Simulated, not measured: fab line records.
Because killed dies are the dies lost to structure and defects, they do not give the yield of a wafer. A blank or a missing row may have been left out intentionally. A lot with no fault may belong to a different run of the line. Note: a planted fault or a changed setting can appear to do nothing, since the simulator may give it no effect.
fab line records	flow sfqLine
record lots=15	wafers=45	lastDay=87
route steps=325 shown I4@165 JJ@193 M5@201 A5B@211 R5@212
lots that met no fault: from a run of the same line without faults
startH: the number of hours between the record's first day and the start of the first shown wafer of the lot	waitH: hours since the lot's step before	" identical to the entry in the row above	L1.1+2: a row that stands for several wafers	- no value present, or no start provided	* or withheld: withheld	< > ~ a bound
route shown NAME@n: a module of which the file shows steps, and the number in the route of the first	usual: mean/standard deviation of fault-free wafers	same: alike in all rows	chamber/n: place in a boat	sites: per-site readings	_std_site: the values' standard deviation	_edge_site: the outer-site mean with the inner-site mean subtracted	radiusMm: how far each site lies from the wafer's centre	mask NAME#n: copy n	behind: tool/chamber where the wafer was last shaped	hold: why the lot was held/for how many hours/how that ended	device: names the non-switching transistor (n, p or np)	end of line: tests run on the same wafers once the route is complete	a step without rows: its recipe alone	killed: count of dies lost to structure and defects at first sort (not the wafer's yield)	map: shows each die of a wafer: x if killed, . if not, _ if none is there
set.NAME: the run value of the setting; set.NAME@STEP: its run value at that earlier step	model.NAME: the simulator's own value behind a step, which no gauge read
route steps across a sampled set of lots; one table per step, one row per wafer
services: the hour from which a tool's chamber was out of use, counted from the record's first day as startH (under 0 if before that day), plus the number of hours and why
## steps
# step SFQ_I4_BOW_MEAS_927
# recipe mode=bow
# usual I4_BOW=3/10
lot.wafer	tool	chamber	startH	waitH	I4_BOW[um]
L942.1	filmMetro-03	-	889.32	2.5	6
L942.3	"	-	"	"	8
L942.4	"	-	"	"	3
L943.1	filmMetro-04	-	964.52	1.0	10
L943.2	"	-	"	"	10
L943.5	"	-	"	"	-5
L944.2	filmMetro-04	-	968.02	2.5	1
L944.5	"	-	"	"	-6
L944.6	"	-	"	"	2
L946.1	filmMetro-04	-	981.13	2.5	21
L946.2	"	-	"	"	29
L946.3	"	-	"	"	26
L947.2	filmMetro-02	-	1056.20	2.0	-4
L947.4	"	-	"	"	5
L947.6	"	-	"	"	1
L948.2	filmMetro-02	-	1063.31	2.0	1
L948.3	"	-	"	"	18
L948.6	"	-	"	"	8
L949.1	filmMetro-04	-	1066.29	1.5	22
L949.3	"	-	"	"	20
L949.6	"	-	"	"	6
L951.2	filmMetro-03	-	1069.31	1.0	-17
L951.3	"	-	"	"	-30
L951.6	"	-	"	"	-24
L952.2	filmMetro-03	-	1074.11	1.5	4
L952.3	"	-	"	"	2
L952.6	"	-	"	"	6
L954.1	filmMetro-02	-	1077.09	2.5	8
L954.3	"	-	"	"	19
L954.5	"	-	"	"	7
L955.1	filmMetro-03	-	1080.09	1.5	-11
L955.3	"	-	"	"	6
L955.5	"	-	"	"	2
L956.1	filmMetro-02	-	1081.29	1.0	2
L956.2	"	-	"	"	4
L956.3	"	-	"	"	-2
L960.1	filmMetro-04	-	1090.29	2.5	20
L960.4	"	-	"	"	9
L960.5	"	-	"	"	8
L962.3	filmMetro-04	-	1096.93	1.0	-6
L962.4	"	-	"	"	6
L962.5	"	-	"	"	8
L963.1	filmMetro-04	-	1099.89	2.0	-1
L963.2	"	-	"	"	15
L963.3	"	-	"	"	2
# step SFQ_TRILAYER_JJ_CE_BARC_OPEN_RIE_150
# recipe maskMaterial=PR	chemistry=O2	targetDepthNm=240	target=BARC	icpW=600	biasW=80	pressureMtorr=10	timeS=80
# usual biasW=80.00/0.27	chamberPressureMTorr=10.000/0.0089	drypumpMotorCurrentA=5.33/0.25	oesProductAu=0.538/0.0046
lot.wafer	tool	chamber	startH	waitH	biasW	chamberPressureMTorr	drypumpMotorCurrentA	oesProductAu	rfHoursCounterH
L942.1	rieMetal-04	1	1174.30	1.0	80.09	9.993	5.44	0.536	21
L942.3	"	0	"	"	79.85	9.995	4.87	0.539	-
L942.4	"	1	"	"	80.31	9.994	5.45	0.539	-
L943.1	rieMetal-02	1	1234.55	1.0	80.32	10.007	5.72	0.535	33
L943.2	"	0	"	"	80.41	9.999	5.48	0.538	5
L943.5	"	0	"	"	80.32	9.986	5.46	0.535	-
L944.2	rieMetal-04	1	1242.95	0.8	80.09	10.000	5.45	0.544	29
L944.5	"	0	"	"	79.82	10.003	4.90	0.530	-
L944.6	"	1	"	"	80.03	9.982	5.45	0.533	-
L946.1	rieMetal-02	0	1260.95	1.0	79.82	10.001	5.51	0.537	8
L946.2	"	1	"	"	79.42	10.006	5.69	0.538	36
L946.3	"	0	"	"	80.16	10.003	5.51	0.537	-
L947.2	rieMetal-01	0	1311.35	0.8	80.12	10.001	5.33	0.536	83
L947.4	"	0	"	"	79.82	10.002	5.36	0.538	-
L947.6	"	0	"	"	80.25	10.004	5.34	0.536	-
L948.2	rieMetal-04	1	1312.55	0.8	80.51	9.997	5.46	0.536	33
L948.3	"	0	"	"	80.07	10.016	4.90	0.535	-
L948.6	"	0	"	"	80.07	10.015	4.89	0.540	-
L949.1	rieMetal-02	0	1314.95	1.0	80.23	9.994	5.49	0.525	16
L949.3	"	1	"	"	80.12	9.994	5.68	0.534	-
L949.6	"	1	"	"	80.08	9.989	5.68	0.537	-
L951.2	rieMetal-04	1	1317.35	0.8	79.80	9.984	5.46	0.533	34
L951.3	"	1	"	"	79.75	10.001	5.45	0.534	-
L951.6	"	1	"	"	79.73	9.999	5.46	0.540	-
L952.2	rieMetal-01	1	1323.35	0.8	80.09	10.007	5.40	0.537	34
L952.3	"	0	"	"	79.75	9.996	5.34	0.527	-
L952.6	"	0	"	"	80.13	9.992	5.35	0.546	-
L954.1	rieMetal-02	0	1325.75	1.0	-	-	-	-	-
L954.3	"	1	"	"	-	-	-	-	-
L954.5	"	1	"	"	-	-	-	-	-
L955.1	rieMetal-04	0	1330.55	1.0	-	-	-	-	-
L955.3	"	1	"	"	-	-	-	-	-
L955.5	"	1	"	"	-	-	-	-	-
L956.1	rieMetal-04	1	1332.95	1.0	-	-	-	-	-
L956.2	"	0	"	"	-	-	-	-	-
L956.3	"	1	"	"	-	-	-	-	-
L960.1	rieMetal-01	0	1343.87	1.0	80.36	10.007	5.33	0.535	88
L960.4	"	1	"	"	79.93	9.998	5.39	0.539	-
L960.5	"	0	"	"	80.07	10.000	5.35	0.540	-
L962.3	rieMetal-01	0	1348.70	0.6	79.88	10.010	5.33	0.536	-
L962.4	"	1	"	"	80.04	9.999	5.38	0.531	-
L962.5	"	1	"	"	79.98	10.004	5.37	0.539	-
L963.1	rieMetal-01	0	1351.07	1.0	80.44	9.990	5.32	0.533	88
L963.2	"	1	"	"	80.29	9.995	5.38	0.537	38
L963.3	"	0	"	"	80.25	10.001	5.35	0.541	-
# step SFQ_TRILAYER_JJ_CE_ETCH_RIE_118
# recipe target=Nb	stopOn=Al2O3	maskMaterial=PR	taperDeg=13.257	overEtchFrac=0.15	timeS=97.7	chemistry=SF6	targetDepthNm=170	icpW=600	biasW=80	pressureMtorr=10
# usual biasW=79.99/0.22	chamberPressureMTorr=9.999/0.0085	drypumpMotorCurrentA=5.33/0.25	oesProductAu=0.988/0.0063
lot.wafer	tool	chamber	startH	waitH	biasW	chamberPressureMTorr	drypumpMotorCurrentA	oesProductAu	rfHoursCounterH
L942.1	rieMetal-04	1	1174.39	0.1	79.76	10.012	5.45	0.983	21
L942.3	"	0	"	"	79.72	9.999	4.88	0.987	-
L942.4	"	1	"	"	79.85	9.996	5.46	0.991	-
L943.1	rieMetal-02	1	1234.64	0.1	80.31	9.996	5.66	0.977	33
L943.2	"	0	"	"	79.64	9.996	5.48	0.985	5
L943.5	"	0	"	"	80.22	9.992	5.47	0.988	-
L944.2	rieMetal-04	1	1243.04	0.1	80.03	9.982	5.47	0.990	29
L944.5	"	0	"	"	79.86	9.992	4.88	0.992	-
L944.6	"	1	"	"	80.29	10.010	5.47	0.988	-
L946.1	rieMetal-02	0	1261.04	0.1	80.33	9.988	5.49	0.984	8
L946.2	"	1	"	"	80.38	10.005	5.68	0.972	36
L946.3	"	0	"	"	80.04	9.995	5.53	0.978	-
L947.2	rieMetal-01	0	1311.44	0.1	79.87	10.011	5.36	0.978	83
L947.4	"	0	"	"	80.27	9.998	5.35	0.997	-
L947.6	"	0	"	"	79.83	10.010	5.34	0.992	-
L948.2	rieMetal-04	1	1312.64	0.1	79.73	10.013	5.47	0.997	33
L948.3	"	0	"	"	79.80	9.989	4.85	0.994	-
L948.6	"	0	"	"	79.98	9.988	4.85	0.997	-
L949.1	rieMetal-02	0	1315.04	0.1	79.93	10.006	5.48	0.982	16
L949.3	"	1	"	"	80.25	9.990	5.65	0.988	-
L949.6	"	1	"	"	80.35	9.988	5.69	0.984	-
L951.2	rieMetal-04	1	1317.44	0.1	80.09	10.010	5.47	0.982	34
L951.3	"	1	"	"	80.06	9.991	5.46	0.978	-
L951.6	"	1	"	"	80.11	10.010	5.46	0.985	-
L952.2	rieMetal-01	1	1323.44	0.1	80.07	10.002	5.41	0.996	34
L952.3	"	0	"	"	80.16	10.005	5.37	0.996	-
L952.6	"	0	"	"	80.15	9.997	5.37	0.984	-
L954.1	rieMetal-02	0	1325.84	0.1	79.97	9.992	5.51	0.371	17
L954.3	"	1	"	"	79.91	10.012	5.68	0.375	-
L954.5	"	1	"	"	79.76	9.995	5.69	0.376	-
L955.1	rieMetal-04	0	1330.64	0.1	79.82	10.013	4.87	0.368	101
L955.3	"	1	"	"	80.35	10.003	5.47	0.371	-
L955.5	"	1	"	"	79.96	10.018	5.47	0.369	-
L956.1	rieMetal-04	1	1333.04	0.1	80.26	9.985	5.45	0.376	35
L956.2	"	0	"	"	79.73	9.992	4.87	0.378	101
L956.3	"	1	"	"	80.41	9.998	5.43	0.369	-
L960.1	rieMetal-01	0	1343.97	0.1	79.83	9.986	5.36	0.984	88
L960.4	"	1	"	"	79.83	10.000	5.41	0.985	-
L960.5	"	0	"	"	80.10	9.995	5.34	0.993	-
L962.3	rieMetal-01	0	1348.80	0.1	79.78	10.000	5.36	0.989	-
L962.4	"	1	"	"	80.07	10.002	5.40	0.987	-
L962.5	"	1	"	"	79.92	9.996	5.39	0.983	-
L963.1	rieMetal-01	0	1351.17	0.1	79.96	9.996	5.35	0.992	88
L963.2	"	1	"	"	79.64	9.995	5.39	0.980	38
L963.3	"	0	"	"	79.94	10.003	5.36	0.988	-
# step SFQ_TRILAYER_M5_LITHO_EXPOSE_124
# recipe maskId=M5	na=0.6	sourceShape=conventional	sigmaOuter=0.65	targetCdNm=700	doseMj=14.4
# usual exposureDoseMJCm2=14.404/0.015	focusOffsetNm=0.0/0.44
lot.wafer	tool	chamber	startH	waitH	mask	exposureDoseMJCm2	focusOffsetNm
L942.1	krfScanner-01	0	1305.01	-	M5#0	14.392	0.1
L942.3	"	0	"	"	M5#0	14.414	0.1
L942.4	"	0	"	"	M5#0	14.410	0.9
L943.1	krfScanner-01	0	1368.86	-	M5#0	14.405	-0.3
L943.2	"	0	"	"	M5#0	14.411	-0.2
L943.5	"	0	"	"	M5#0	14.418	0.3
L944.2	krfScanner-01	0	1375.88	-	M5#0	14.375	0.6
L944.5	"	0	"	"	M5#0	14.414	0.3
L944.6	"	0	"	"	M5#0	14.405	0.2
L946.1	krfScanner-01	0	1386.48	-	M5#0	14.416	-0.3
L946.2	"	0	"	"	M5#0	14.406	-0.4
L946.3	"	0	"	"	M5#0	14.403	-0.6
L947.2	krfScanner-01	0	1438.53	-	M5#0	14.364	-0.4
L947.4	"	0	"	"	M5#0	14.361	-0.1
L947.6	"	0	"	"	M5#0	14.377	0.2
L948.2	krfScanner-01	0	1440.93	-	M5#0	14.439	0.4
L948.3	"	0	"	"	M5#0	14.433	0.2
L948.6	"	0	"	"	M5#0	14.410	0.3
L949.1	krfScanner-01	0	1443.13	-	M5#0	14.388	0.3
L949.3	"	0	"	"	M5#0	14.406	-0.1
L949.6	"	0	"	"	M5#0	14.400	-0.1
L951.2	krfScanner-02	0	1448.26	-	M5#0	14.394	0.6
L951.3	"	0	"	"	M5#0	14.402	-1.1
L951.6	"	0	"	"	M5#0	14.405	0.0
L952.2	krfScanner-02	0	1449.46	-	M5#0	14.422	0.9
L952.3	"	0	"	"	M5#0	14.396	0.0
L952.6	"	0	"	"	M5#0	14.394	-0.1
L954.1	krfScanner-02	-	1452.86	-	M5#0	-	-
L954.3	"	-	"	"	M5#0	-	-
L954.5	"	-	"	"	M5#0	-	-
L955.1	krfScanner-02	-	1457.66	-	M5#0	-	-
L955.3	"	-	"	"	M5#0	-	-
L955.5	"	-	"	"	M5#0	-	-
L956.1	krfScanner-02	-	1458.86	-	M5#0	-	-
L956.2	"	-	"	"	M5#0	-	-
L956.3	"	-	"	"	M5#0	-	-
L960.1	krfScanner-02	0	1469.66	-	M5#0	14.412	-0.4
L960.4	"	0	"	"	M5#0	14.403	-0.3
L960.5	"	0	"	"	M5#0	14.393	0.3
L962.3	krfScanner-02	0	1472.46	-	M5#0	14.408	-1.1
L962.4	"	0	"	"	M5#0	14.406	0.2
L962.5	"	0	"	"	M5#0	14.400	-0.4
L963.1	krfScanner-02	0	1474.46	-	M5#0	14.433	-0.2
L963.2	"	0	"	"	M5#0	14.422	0.4
L963.3	"	0	"	"	M5#0	14.401	0.2
# step SFQ_TRILAYER_A5B_METRO_MEASURE_131
# usual thkNm=343/4.6
lot.wafer	tool	chamber	startH	waitH	thkNm
L942.1	filmMetro-04	-	1311.52	1.5	334
L942.3	"	-	"	"	336
L942.4	"	-	"	"	344
L943.1	filmMetro-01	-	1376.84	2.0	352
L943.2	"	-	"	"	345
L943.5	"	-	"	"	344
L944.2	filmMetro-01	-	1381.55	2.7	337
L944.5	"	-	"	"	338
L944.6	"	-	"	"	335
L946.1	filmMetro-01	-	1392.14	1.0	341
L946.2	"	-	"	"	340
L946.3	"	-	"	"	354
L947.2	filmMetro-01	-	1444.19	2.2	342
L947.4	"	-	"	"	338
L947.6	"	-	"	"	340
L948.2	filmMetro-02	-	1446.59	2.2	344
L948.3	"	-	"	"	342
L948.6	"	-	"	"	342
L949.1	filmMetro-02	-	1448.79	1.5	347
L949.3	"	-	"	"	336
L949.6	"	-	"	"	346
L951.2	filmMetro-04	-	1453.93	2.7	339
L951.3	"	-	"	"	340
L951.6	"	-	"	"	346
L952.2	filmMetro-02	-	1455.63	1.2	352
L952.3	"	-	"	"	343
L952.6	"	-	"	"	351
L954.1	filmMetro-02	-	1459.73	1.5	344
L954.3	"	-	"	"	346
L954.5	"	-	"	"	347
L955.1	filmMetro-02	-	1464.43	1.0	343
L955.3	"	-	"	"	337
L955.5	"	-	"	"	345
L956.1	filmMetro-01	-	1467.43	1.0	342
L956.2	"	-	"	"	344
L956.3	"	-	"	"	341
L960.1	filmMetro-04	-	1488.55	2.0	341
L960.4	"	-	"	"	340
L960.5	"	-	"	"	344
L962.3	filmMetro-04	-	1494.95	1.9	338
L962.4	"	-	"	"	343
L962.5	"	-	"	"	338
L963.1	filmMetro-01	-	1500.43	1.0	344
L963.2	"	-	"	"	344
L963.3	"	-	"	"	341
# step SFQ_TRILAYER_R5_DEP_SPUTTER_132
# recipe material=Ti	basePressurePa=1.33e-06	targetThkNm=5	powerW=2000	timeS=5	chamberPressurePa=0.4
# usual throttleValvePct=29.7/1.1
lot.wafer	tool	chamber	startH	waitH	throttleValvePct
L942.1	pvdSputter-04	-	1312.72	1.0	28.7
L942.3	"	-	"	"	28.9
L942.4	"	-	"	"	29.9
L943.1	pvdSputter-05	-	1378.04	1.0	29.4
L943.2	"	-	"	"	31.6
L943.5	"	-	"	"	31.4
L944.2	pvdSputter-03	-	1382.55	0.8	31.8
L944.5	"	-	"	"	31.4
L944.6	"	-	"	"	30.4
L946.1	pvdSputter-05	-	1393.34	1.0	31.1
L946.2	"	-	"	"	30.6
L946.3	"	-	"	"	30.1
L947.2	pvdSputter-04	-	1445.19	0.8	29.2
L947.4	"	-	"	"	29.3
L947.6	"	-	"	"	28.7
L948.2	pvdSputter-05	-	1447.59	0.8	30.8
L948.3	"	-	"	"	31.1
L948.6	"	-	"	"	30.7
L949.1	pvdSputter-03	-	1449.99	1.0	30.5
L949.3	"	-	"	"	27.7
L949.6	"	-	"	"	27.8
L951.2	pvdSputter-04	-	1454.93	0.8	29.2
L951.3	"	-	"	"	29.5
L951.6	"	-	"	"	29.0
L952.2	pvdSputter-03	-	1456.63	0.8	30.6
L952.3	"	-	"	"	27.7
L952.6	"	-	"	"	28.9
L954.1	pvdSputter-03	-	1460.93	1.0	28.0
L954.3	"	-	"	"	28.8
L954.5	"	-	"	"	30.4
L955.1	pvdSputter-05	-	1465.63	1.0	30.5
L955.3	"	-	"	"	30.2
L955.5	"	-	"	"	30.3
L956.1	pvdSputter-04	-	1468.63	1.0	29.2
L956.2	"	-	"	"	29.6
L956.3	"	-	"	"	28.8
L960.1	pvdSputter-05	-	1489.75	1.0	30.4
L960.4	"	-	"	"	29.0
L960.5	"	-	"	"	29.3
L962.3	pvdSputter-03	-	1495.75	0.6	30.3
L962.4	"	-	"	"	31.7
L962.5	"	-	"	"	27.8
L963.1	pvdSputter-04	-	1501.63	1.0	29.0
L963.2	"	-	"	"	30.4
L963.3	"	-	"	"	28.7
## services
tool	chamber	startH	hours	kind
krfScanner-01	-	1170.51	0.8	pm
krfScanner-02	-	1180.87	1.3	pm
rieMetal-01	-	1185.28	0.4	repair
krfScanner-01	-	1187.38	1.0	pm
krfScanner-01	-	1195.58	1.3	pm
krfScanner-01	-	1201.61	0.5	repair
krfScanner-02	-	1222.09	1.0	pm
krfScanner-02	-	1251.37	0.8	pm
rieMetal-04	-	1263.83	28.1	pm
rieMetal-02	1	1300.91	8.0	repair
krfScanner-02	-	1324.59	1.6	repair
krfScanner-01	-	1339.81	0.8	pm
rieMetal-02	-	1354.97	2.8	pm
krfScanner-01	-	1355.36	1.0	pm
rieMetal-01	-	1355.48	28.1	pm
krfScanner-02	-	1356.74	1.3	pm
krfScanner-01	-	1372.46	1.3	pm
krfScanner-02	-	1374.36	8.0	repair
krfScanner-01	-	1387.68	3.6	pm
krfScanner-02	-	1391.41	1.0	pm
krfScanner-02	-	1420.17	0.8	pm
krfScanner-01	-	1445.53	4.0	pm
rieMetal-04	-	1467.17	14.6	pm
krfScanner-01	-	1486.20	1.8	repair
## key
firstSign step=SFQ_TRILAYER_JJ_CE_BARC_OPEN_RIE_150	reading=toolRecord	direction=missing
effect step=SFQ_TRILAYER_JJ_CE_ETCH_RIE_118	reading=oesProductAu	direction=down	sigmas=98	usual=0.988	struck=0.373
effect step=SFQ_TRILAYER_M5_LITHO_EXPOSE_124	reading=toolRecord	direction=missing
metAt SFQ_TRILAYER_JJ_CE_BARC_OPEN_RIE_150
struckLots L954,L955,L956
notActingAt SFQ_I4_BOW_MEAS_927,SFQ_TRILAYER_A5B_METRO_MEASURE_131,SFQ_TRILAYER_R5_DEP_SPUTTER_132
onsetBetween 1317.35 1325.75
fault kind=skippedStepWhole	tool=rieMetal-02,rieMetal-04	chamber=-	onsetH=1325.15	steps=SFQ_TRILAYER_JJ_CE_BARC_OPEN_RIE_150	scope=struckLotsOnly
